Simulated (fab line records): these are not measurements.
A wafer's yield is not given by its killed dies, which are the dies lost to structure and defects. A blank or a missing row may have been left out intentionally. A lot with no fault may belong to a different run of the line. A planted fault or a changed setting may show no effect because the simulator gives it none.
A lot that was struck, set against a sound lot / flow sfq_line / 18 steps out of a route of 325
Sound: the wafers L963.4, L963.5, L963.6. Struck: wafers L968.3, L968.4, L968.5. The cause is named last.
Order at every step that has rows: each side's tool, ch and its chambers, its first start. Under that, the readings that differ: sound wafers / struck wafers / difference of the means / sigmas: that difference in standard deviations of wafers without a fault.
alike: readings with means less than 2 such deviations apart, plus words and numbers identical on both sides. not compared: withheld readings, readings lacking a value on some wafer, bounds such as >300 that could conceal the same value, and numbers that have no deviation in the record and whose values overlap.
Wherever a step has rows on one side only, a row that says differs or no value, or a row with sigmas, the two part there. Numbers that don't overlap but have no deviation are shown without sigmas and don't part them. Lack of a reading on every wafer of one side parts them only where that side has two or more wafers.

first, 1 step without rows for these wafers: SFQ_TRILAYER_M3_BARC_OPEN_METAL_ETCH_100 (etches BARC in O2, target depth 125 nm, time 41.7 s).
SFQ_TRILAYER_M3_ETCH_METAL_ETCH_078: etches Nb in Cl2/Ar, stops on SiO2, target depth 240 nm, time 120 s.
  sound on rie_metal-03 ch 0,1, day 48 06:40; struck on rie_metal-03 ch 1, day 50 05:01
  alike: drypump_motor_current_A, oes_product_au
  not compared: rf_hours_counter_h
then, 2 steps without rows for these wafers: SFQ_TRILAYER_M3_STRIP_STRIP_079 (strips in O2); SFQ_TRILAYER_M3_STRIP_SOLV_CLEAN_080 (cleans in NMP, time 600 s).
SFQ_TRILAYER_I3_DEP_PECVD_081: deposits SiO2 from SiH4/N2O, time 111.11 s, target thk 500 nm.
  sound on pecvd-03 ch 0,1,2, day 48 07:34; struck on pecvd-04 ch 0,2, day 50 06:33
reading=throttle_valve_pct (%); sound=25.4 27.5 26.8; struck=22.8 23.6 22.5; difference=-3.6; sigmas=-2
  alike: heater_power_w
  not compared: since_wet_clean_h
SFQ_TRILAYER_I3_CMP_CMP_082: polishes SiO2.
  sound on cmp-01 ch 0,1,3, day 49 10:01; struck on cmp-01 ch 0,1, day 50 19:28
  alike: motor_current_A, time_to_endpoint_s
SFQ_I3_BOW_MEAS_922:
  struck on film_metro-01, day 50 22:30; sound on film_metro-01, day 49 11:34
  alike: I3_BOW
SFQ_TRILAYER_I3_METRO_MEASURE_083:
  struck on film_metro-01, day 50 22:59; sound on film_metro-01, day 49 12:14
  alike: thk_nm
then, 4 steps without rows for these wafers: SFQ_TRILAYER_I3_VIA_LITHO_COAT_090 (resist thk 62 nm); SFQ_TRILAYER_I3_VIA_LITHO_COAT_085 (resist thk 650 nm); SFQ_TRILAYER_I3_VIA_LITHO_SOFTBAKE_089; SFQ_TRILAYER_I3_VIA_LITHO_EXPOSE_086 (exposes mask I3, target cd 500 nm).
-- the record jumps here: 5 days lie between the struck wafers' starts before and after --
SFQ_TRILAYER_I3_VIA_LITHO_PEB_088: peb time 60 s.
  sound on litho_track-01 ch 0, day 54 11:25; struck on litho_track-01 ch 0, day 56 08:03
reading=heater_power_total_W (W); sound=79.10 79.19 79.18; struck=74.26 74.28 74.26; difference=-4.89; sigmas=-78
reading=plate_temp_C (C); sound=114.95 115.18 114.84; struck=109.79 109.76 109.67; difference=-5.25; sigmas=-44
then, 1 step without rows for these wafers: SFQ_TRILAYER_I3_VIA_LITHO_DEVELOP_087 (time 60 s).
SFQ_I3_OVL_MEAS_923:
  struck on overlay-01, day 56 08:19; sound on overlay-01, day 54 11:40
reading=I3_OVL (nm); sound=-6 -4 -8; struck=9 15 9; difference=+17; sigmas=+3
SFQ_TRILAYER_I3_VIA_BARC_OPEN_VIA_ETCH_121: etches BARC in O2, target depth 125 nm, time 41.7 s.
  sound on rie_diel-04 ch 0,1, day 54 11:41; struck on rie_diel-02 ch 0,2, day 56 08:20
reading=model.I3.cd_nm (nm); sound=499.4 498.8 500.6; struck=376.1 375.2 376.9; difference=-123.5; sigmas=
  alike: drypump_motor_current_A, oes_product_au
  not compared: rf_hours_counter_h
SFQ_TRILAYER_I3_VIA_ETCH_VIA_ETCH_088: etches SiO2 in CHF3, stops on Nb, target depth 260 nm.
  sound on rie_diel-04 ch 0,1, day 54 11:43; struck on rie_diel-02 ch 0,2, day 56 08:22
reading=model.I3.cd_nm (nm); sound=499.3 498.9 498.8; struck=375.8 372.4 377.6; difference=-123.7; sigmas=
  alike: drypump_motor_current_A, oes_product_au
SFQ_TRILAYER_I3_VIA_STRIP_STRIP_089: strips in O2.
  sound on rie_metal-02 ch 0,1, day 54 12:02; struck on rie_metal-04 ch 0, day 56 08:53
  alike: drypump_motor_current_A, oes_product_au
  not compared: rf_hours_counter_h

## WHERE THEY PART
At SFQ_TRILAYER_I3_DEP_PECVD_081 first; at SFQ_I3_OVL_MEAS_923 last (within this record only). Later steps at which nothing parts them and some readings are alike: SFQ_TRILAYER_I3_VIA_BARC_OPEN_VIA_ETCH_121, SFQ_TRILAYER_I3_VIA_ETCH_VIA_ETCH_088, SFQ_TRILAYER_I3_VIA_STRIP_STRIP_089.

WHY: whatever the simulator had introduced
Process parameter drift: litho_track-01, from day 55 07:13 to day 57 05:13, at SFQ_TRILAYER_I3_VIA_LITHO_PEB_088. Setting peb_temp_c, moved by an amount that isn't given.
